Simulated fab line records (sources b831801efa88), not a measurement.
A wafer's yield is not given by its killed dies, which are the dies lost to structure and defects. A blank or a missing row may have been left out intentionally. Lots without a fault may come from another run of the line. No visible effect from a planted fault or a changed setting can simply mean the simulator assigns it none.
fab line records    flow sfq-line
[record] lots = 6  wafers = 18  last-day = 92
route steps=325 shown R5@220 I5@228
lots with no fault: from the same line, run without faults
start-h: start of the lot's first displayed wafer, in hours after the record's first day    wait-h: hours from the lot's prior step to this one    " repeats the value in the row above    L1.1+2: several wafers, shown together as one row    - value missing, or start not given    * or withheld: withheld    < > ~ a bound
route shown NAME@n: a module of which the file shows steps, and the number in the route of the first    usual: average and standard deviation across the fault-free wafers    same: alike in all rows    chamber/n: place in a boat    sites: readings site by site    _std_site: their standard deviation    _edge_site: inner sites' mean taken away from outer sites' mean    radius-mm: how far each site lies from the wafer's centre    mask NAME#n: copy n    behind: the most recent tool/chamber to have shaped the wafer    hold: reason for holding the lot/hours on hold/outcome of the hold    device: names the non-switching transistor (n, p or np)    end of line: tests of these same wafers at the route's end    a step given without rows: its recipe and nothing more    killed: dies that structure and defects cost at the first sort, which is not the same as the wafer's yield    map: per-die view of a wafer (x killed, . not killed, _ where there is no die)
set.NAME: setting as actually run; set.NAME@STEP: the setting as run at that earlier step    model.NAME: the simulator's own value behind a step, which no gauge read
lots at selected steps of the route; one table per step, one row per wafer
services: when a tool's chamber went out of use (start-h, in hours from the record's first day, below 0 if earlier), for how many hours, and the reason
[[steps]]
[step SFQ_TRILAYER_R5_LITHO_EXPOSE_137]
[recipe] mask-id = R5  na = 0.6  source-shape = conventional  sigma-outer = 0.65  target-cd-nm = 500  dose-mj = 14.4
[step SFQ_TRILAYER_R5_LITHO_PEB_139]
[recipe] peb-temp-c = 115  peb-time-s = 60  resist = KrF
[step SFQ_TRILAYER_R5_LITHO_DEVELOP_138]
[recipe] time-s = 60  resist = KrF
[step SFQ_R5_OVL_MEAS_935]
[usual] R5_OVL = -4/5.9
lot.wafer  tool        chamber  start-h  wait-h  R5_OVL[nm]
L514.1     overlay-02  -        1446.33  0.1     -16
L514.2     "           -        "        "       -12
L514.3     "           -        "        "       -9
L516.3     overlay-02  -        1573.33  0.1     -7
L516.5     "           -        "        "       -3
L516.6     "           -        "        "       -14
L527.2     overlay-02  -        1661.17  0.1     -6
L527.3     "           -        "        "       -5
L527.6     "           -        "        "       -6
L528.2     overlay-01  -        1662.37  0.1     -1
L528.4     "           -        "        "       0
L528.5     "           -        "        "       -9
L532.1     overlay-02  -        1730.63  0.1     5
L532.2     "           -        "        "       -3
L532.6     "           -        "        "       -2
L533.1     overlay-02  -        1736.63  0.1     -6
L533.4     "           -        "        "       1
L533.6     "           -        "        "       -1
[step SFQ_TRILAYER_R5_BARC_OPEN_METAL_ETCH_177]
[recipe] mask-material = PR  chemistry = O2  target-depth-nm = 125  target = BARC  icp-w = 600  bias-w = 80  pressure-mtorr = 10  time-s = 41.7
[usual] drypump-motor-current-A = 5.89/0.27  oes-product-au = 0.685/0.0048
lot.wafer  tool          chamber  start-h  wait-h  drypump-motor-current-A  oes-product-au  rf-hours-counter-h
L514.1     rie-metal-02  1        1446.36  0.0     6.31                     0.686           33
L514.2     "             0        "        "       5.47                     0.680           119
L514.3     "             0        "        "       5.47                     0.689           -
L516.3     rie-metal-03  0        1573.37  0.0     5.88                     0.683           -
L516.5     "             1        "        "       5.75                     0.681           -
L516.6     "             0        "        "       5.93                     0.681           -
L527.2     rie-metal-03  0        1661.20  0.0     5.91                     0.687           76
L527.3     "             1        "        "       5.74                     0.688           -
L527.6     "             1        "        "       5.73                     0.690           -
L528.2     rie-metal-04  0        1662.40  0.0     5.78                     0.690           63
L528.4     "             1        "        "       6.17                     0.684           -
L528.5     "             1        "        "       6.18                     0.686           -
L532.1     rie-metal-03  1        1730.67  0.0     5.75                     0.686           47
L532.2     "             0        "        "       5.90                     0.683           82
L532.6     "             0        "        "       5.91                     0.679           -
L533.1     rie-metal-04  1        1736.67  0.0     6.15                     0.687           45
L533.4     "             1        "        "       6.18                     0.687           -
L533.6     "             0        "        "       5.77                     0.676           -
[step SFQ_TRILAYER_R5_ETCH_METAL_ETCH_139]
[recipe] stop-on = SiO2  mask-material = PR  chemistry = Cl2  target-depth-nm = 60  icp-w = 600  bias-w = 80  pressure-mtorr = 10  time-s = 40
[usual] drypump-motor-current-A = 5.89/0.27  oes-product-au = 0.990/0.0058
lot.wafer  tool          chamber  start-h  wait-h  drypump-motor-current-A  oes-product-au  rf-hours-counter-h
L514.1     rie-metal-02  1        1446.42  0.0     6.28                     0.994           33
L514.2     "             0        "        "       5.49                     0.993           119
L514.3     "             0        "        "       5.47                     0.995           -
L516.3     rie-metal-03  0        1573.43  0.0     5.88                     0.996           -
L516.5     "             1        "        "       5.76                     0.991           -
L516.6     "             0        "        "       5.89                     0.989           -
L527.2     rie-metal-03  0        1661.26  0.0     5.86                     0.994           76
L527.3     "             1        "        "       5.75                     0.992           -
L527.6     "             1        "        "       5.76                     0.988           -
L528.2     rie-metal-04  0        1662.46  0.0     5.78                     0.977           63
L528.4     "             1        "        "       6.13                     0.985           -
L528.5     "             1        "        "       6.12                     0.983           -
L532.1     rie-metal-03  1        1730.73  0.0     5.79                     0.994           47
L532.2     "             0        "        "       5.89                     0.993           82
L532.6     "             0        "        "       5.88                     0.993           -
L533.1     rie-metal-04  1        1736.73  0.0     6.17                     0.984           45
L533.4     "             1        "        "       6.14                     0.983           -
L533.6     "             0        "        "       5.77                     0.971           -
[step SFQ_TRILAYER_R5_STRIP_STRIP_140]
[recipe] gas = O2  power-w = 200  platen-temp-c = 40  overash-fraction = 0.65  chemistry = O2  pressure-mtorr = 50
[usual] drypump-motor-current-A = 5.89/0.27  oes-product-au = 1.000/0.0095
lot.wafer  tool          chamber  start-h  wait-h  drypump-motor-current-A  oes-product-au  rf-hours-counter-h
L514.1     rie-metal-02  1        1446.48  0.0     6.30                     1.015           33
L514.2     "             0        "        "       5.47                     1.011           119
L514.3     "             0        "        "       5.46                     1.001           -
L516.3     rie-metal-03  0        1573.67  0.2     5.92                     1.004           -
L516.5     "             1        "        "       5.73                     1.006           -
L516.6     "             0        "        "       5.91                     1.012           -
L527.2     rie-metal-03  0        1661.32  0.0     5.89                     0.996           76
L527.3     "             1        "        "       5.74                     0.994           -
L527.6     "             1        "        "       5.75                     0.997           -
L528.2     rie-metal-04  0        1662.52  0.0     5.79                     0.992           63
L528.4     "             1        "        "       6.11                     0.999           -
L528.5     "             1        "        "       6.15                     0.999           -
L532.1     rie-metal-03  1        1730.79  0.0     5.72                     0.992           47
L532.2     "             0        "        "       5.90                     0.988           82
L532.6     "             0        "        "       5.89                     0.999           -
L533.1     rie-metal-04  1        1736.79  0.0     6.10                     1.003           45
L533.4     "             1        "        "       6.17                     1.009           -
L533.6     "             0        "        "       5.82                     0.982           -
[step SFQ_TRILAYER_R5_STRIP_SOLV_CLEAN_141]
[recipe] chemistry = NMP  temp-c = 70  time-s = 600
[step SFQ_TRILAYER_A5C_DEP_PECVD_142]
[recipe] material = SiO2  temp-c = 150  time-s = 15.556  pressure-torr = 2.4  rf-w = 183.3  precursor = SiH4/N2O  target-thk-nm = 70
[usual] heater-power-w = 85/13  throttle-valve-pct = 25.3/1.7
lot.wafer  tool      chamber  start-h  wait-h  heater-power-w  throttle-valve-pct
L514.1     pecvd-03  1        1447.26  0.0     77              24.6
L514.2     "         0        "        "       77              27.4
L514.3     "         2        "        "       97              26.8
L516.3     pecvd-03  1        1574.25  0.0     72              24.6
L516.5     "         0        "        "       76              27.7
L516.6     "         2        "        "       97              26.4
L527.2     pecvd-04  1        1662.10  0.0     57              26.8
L527.3     "         2        "        "       89              25.2
L527.6     "         2        "        "       88              25.1
L528.2     pecvd-02  1        1663.30  0.0     107             26.4
L528.4     "         1        "        "       107             26.3
L528.5     "         0        "        "       96              22.5
L532.1     pecvd-02  0        1731.58  0.0     95              22.5
L532.2     "         1        "        "       112             26.8
L532.6     "         1        "        "       112             26.5
L533.1     pecvd-02  0        1737.58  0.0     89              22.7
L533.4     "         2        "        "       90              23.8
L533.6     "         0        "        "       89              22.8
[step SFQ_TRILAYER_I5_LITHO_COAT_149]
[recipe] resist = BARC  spin-rpm = 3000  resist-thk-nm = 62
[step SFQ_TRILAYER_I5_LITHO_COAT_144]
[recipe] resist = KrF  spin-rpm = 3000  resist-thk-nm = 650
[step SFQ_TRILAYER_I5_LITHO_SOFTBAKE_148]
[recipe] temp-c = withheld  time-s = withheld  resist = KrF
[step SFQ_TRILAYER_I5_LITHO_EXPOSE_145]
[recipe] mask-id = I5  na = 0.6  source-shape = conventional  sigma-outer = 0.65  target-cd-nm = 700  dose-mj = 21.3
lot.wafer   tool            chamber  start-h  wait-h  mask
L514.1+2+3  krf-scanner-01  0        1565.94  -       I5#0
L516.3+5+6  krf-scanner-01  0        1575.42  -       I5#0
L527.2+3+6  krf-scanner-01  0        1775.06  -       I5#0
L528.2+4+5  krf-scanner-01  0        1776.26  -       I5#0
L532.1+2+6  krf-scanner-02  0        1835.29  -       I5#0
L533.1+4+6  krf-scanner-02  0        1842.49  -       I5#0
[step SFQ_TRILAYER_I5_LITHO_PEB_147]
[recipe] peb-temp-c = 115  peb-time-s = 60  resist = KrF
[step SFQ_TRILAYER_I5_LITHO_DEVELOP_146]
[recipe] time-s = 60  resist = KrF
[step SFQ_I5_OVL_MEAS_936]
[usual] I5_OVL = 0/5.8
lot.wafer  tool        chamber  start-h  wait-h  I5_OVL[nm]
L514.1     overlay-01  -        1567.44  0.1     4
L514.2     "           -        "        "       5
L514.3     "           -        "        "       6
L516.3     overlay-02  -        1576.53  0.1     -4
L516.5     "           -        "        "       -8
L516.6     "           -        "        "       -7
L527.2     overlay-02  -        1776.36  0.1     -16
L527.3     "           -        "        "       -12
L527.6     "           -        "        "       -14
L528.2     overlay-02  -        1777.56  0.1     5
L528.4     "           -        "        "       2
L528.5     "           -        "        "       0
L532.1     overlay-02  -        1836.79  0.1     8
L532.2     "           -        "        "       3
L532.6     "           -        "        "       8
L533.1     overlay-01  -        1843.99  0.1     3
L533.4     "           -        "        "       1
L533.6     "           -        "        "       1
[step SFQ_TRILAYER_I5_BARC_OPEN_VIA_ETCH_200]
[recipe] mask-material = PR  chemistry = O2  target-depth-nm = 125  target = BARC  source-w = 500  bias-w = 80  pressure-mtorr = 30  time-s = 41.7
[usual] drypump-motor-current-A = 5.7/0.36  oes-product-au = 0.685/0.005
lot.wafer  tool         chamber  start-h  wait-h  drypump-motor-current-A  oes-product-au  rf-hours-counter-h  model.I5.cd-nm
L514.1     rie-diel-01  3        1567.48  0.0     6.7                      0.676           16                  699.8
L514.2     "            1        "        "       5.4                      0.678           16                  698.8
L514.3     "            0        "        "       5.6                      0.689           18                  699.2
L516.3     rie-diel-04  3        1576.56  0.0     5.6                      0.682           16                  699.5
L516.5     "            3        "        "       5.6                      0.692           -                   699.2
L516.6     "            1        "        "       5.3                      0.679           -                   700.4
L527.2     rie-diel-04  3        1776.39  0.0     5.6                      0.679           0                   706.3
L527.3     "            0        "        "       5.9                      0.680           1                   707
L527.6     "            1        "        "       5.3                      0.688           -                   710.2
L528.2     rie-diel-01  3        1777.59  0.0     6.7                      0.691           19                  704
L528.4     "            2        "        "       5.9                      0.679           -                   712.9
L528.5     "            0        "        "       5.6                      0.682           -                   707.3
L532.1     rie-diel-02  3        1836.83  0.0     5.6                      0.683           6                   700.9
L532.2     "            1        "        "       5.6                      0.684           15                  699.7
L532.6     "            3        "        "       5.6                      0.682           -                   700.5
L533.1     rie-diel-04  3        1844.03  0.0     5.6                      0.689           1                   701.3
L533.4     "            0        "        "       5.9                      0.687           -                   700.4
L533.6     "            3        "        "       5.6                      0.697           -                   700.6
[step SFQ_TRILAYER_I5_ETCH_VIA_ETCH_147]
[recipe] stop-on = Nb  mask-material = PR  chemistry = CHF3  target-depth-nm = 360  source-w = 500  bias-w = 80  pressure-mtorr = 30  time-s = withheld
[usual] drypump-motor-current-A = 5.7/0.35  oes-product-au = 0.988/0.0064
lot.wafer  tool         chamber  start-h  wait-h  drypump-motor-current-A  oes-product-au  model.I5.cd-nm
L514.1     rie-diel-01  3        1567.52  0.0     6.7                      0.984           697
L514.2     "            1        "        "       5.3                      0.990           697.1
L514.3     "            0        "        "       5.6                      0.980           702.4
L516.3     rie-diel-04  3        1576.60  0.0     5.6                      0.981           702.2
L516.5     "            3        "        "       5.6                      0.984           700.9
L516.6     "            1        "        "       5.3                      0.982           703
L527.2     rie-diel-04  3        1776.43  0.0     5.6                      0.972           706.5
L527.3     "            0        "        "       5.9                      0.994           708
L527.6     "            1        "        "       5.3                      0.995           714.2
L528.2     rie-diel-01  3        1777.63  0.0     6.7                      0.987           705.4
L528.4     "            2        "        "       5.9                      0.987           712.7
L528.5     "            0        "        "       5.6                      0.993           706.7
L532.1     rie-diel-02  3        1836.87  0.0     5.6                      0.991           703.2
L532.2     "            1        "        "       5.6                      0.989           701
L532.6     "            3        "        "       5.6                      0.991           701.6
L533.1     rie-diel-04  3        1844.07  0.0     5.6                      0.978           702
L533.4     "            0        "        "       5.9                      0.990           702
L533.6     "            3        "        "       5.6                      0.985           701.7
[step SFQ_TRILAYER_I5_STRIP_STRIP_148]
[recipe] gas = O2  power-w = 200  platen-temp-c = 40  overash-fraction = 0.65  chemistry = O2  pressure-mtorr = 50
[usual] drypump-motor-current-A = 5.77/0.19  oes-product-au = 1.001/0.0085
lot.wafer  tool          chamber  start-h  wait-h  drypump-motor-current-A  oes-product-au  rf-hours-counter-h
L514.1     rie-metal-01  1        1567.67  -       5.43                     1.004           59
L514.2     "             0        "        "       5.50                     1.003           81
L514.3     "             0        "        "       5.50                     1.008           -
L516.3     rie-metal-03  1        1576.95  -       5.77                     1.001           -
L516.5     "             1        "        "       5.76                     1.007           -
L516.6     "             0        "        "       5.91                     1.011           -
L527.2     rie-metal-03  1        1776.58  -       5.74                     0.991           52
L527.3     "             1        "        "       5.74                     0.988           -
L527.6     "             0        "        "       5.89                     1.004           -
L528.2     rie-metal-04  0        1777.78  -       5.81                     0.983           78
L528.4     "             1        "        "       6.16                     1.003           -
L528.5     "             0        "        "       5.80                     0.995           -
L532.1     rie-metal-03  1        1837.02  -       5.75                     0.984           64
L532.2     "             0        "        "       5.89                     0.995           99
L532.6     "             1        "        "       5.72                     0.983           -
L533.1     rie-metal-01  0        1844.22  -       5.54                     1.015           122
L533.4     "             1        "        "       5.43                     0.994           -
L533.6     "             1        "        "       5.42                     1.004           -
[[services]]
tool            chamber  start-h  hours  kind
rie-diel-01     -        1440.12  0.9    repair
krf-scanner-01  -        1445.35  0.8    pm
rie-metal-04    -        1447.71  1.4    pm
rie-diel-04     0        1478.91  6.4    repair
rie-diel-04     1        1528.30  10.6   repair
rie-diel-04     3        1586.21  1.8    repair
rie-metal-04    0        1605.45  19.5   repair
rie-diel-04     -        1614.74  0.4    repair
rie-metal-04    -        1625.63  0.6    repair
rie-metal-03    -        1633.16  1.1    repair
rie-diel-04     -        1662.43  0.2    repair
rie-diel-04     2        1662.93  8.9    repair
rie-metal-03    -        1668.01  2.4    repair
rie-metal-03    -        1672.82  28.1   pm
rie-metal-04    -        1676.10  3.3    repair
rie-diel-04     2        1676.50  4.3    repair
rie-diel-04     2        1703.61  2.6    repair
rie-metal-03    -        1716.63  1.1    repair
rie-diel-04     2        1718.09  9.8    repair
rie-metal-04    -        1747.19  0.8    repair
rie-metal-04    1        1758.98  3.3    repair
rie-diel-04     2        1770.39  7.6    repair
rie-metal-04    -        1804.38  14.6   pm
rie-metal-04    -        1842.25  0.8    repair
[[key]]
first-sign none at tools or gauges
[model-effect] step = SFQ_TRILAYER_I5_BARC_OPEN_VIA_ETCH_200  value = I5.cd-nm  without = 701  struck = 708
[model-effect] step = SFQ_TRILAYER_I5_ETCH_VIA_ETCH_147  value = I5.cd-nm  without = 701.9  struck = 708.9
met-at SFQ_TRILAYER_I5_LITHO_EXPOSE_145
struck-wafers L527.2,L527.3,L527.6,L528.2,L528.4,L528.5
onset-between 1575.42 1775.06
[fault] kind = process-parameter-drift  tool = krf-scanner-01  chamber = -  onset-h = 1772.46  steps = SFQ_TRILAYER_I5_LITHO_EXPOSE_145  channel = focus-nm  offset = 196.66  spread-by-wafer = 0.3  shape = step  end-h = 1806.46
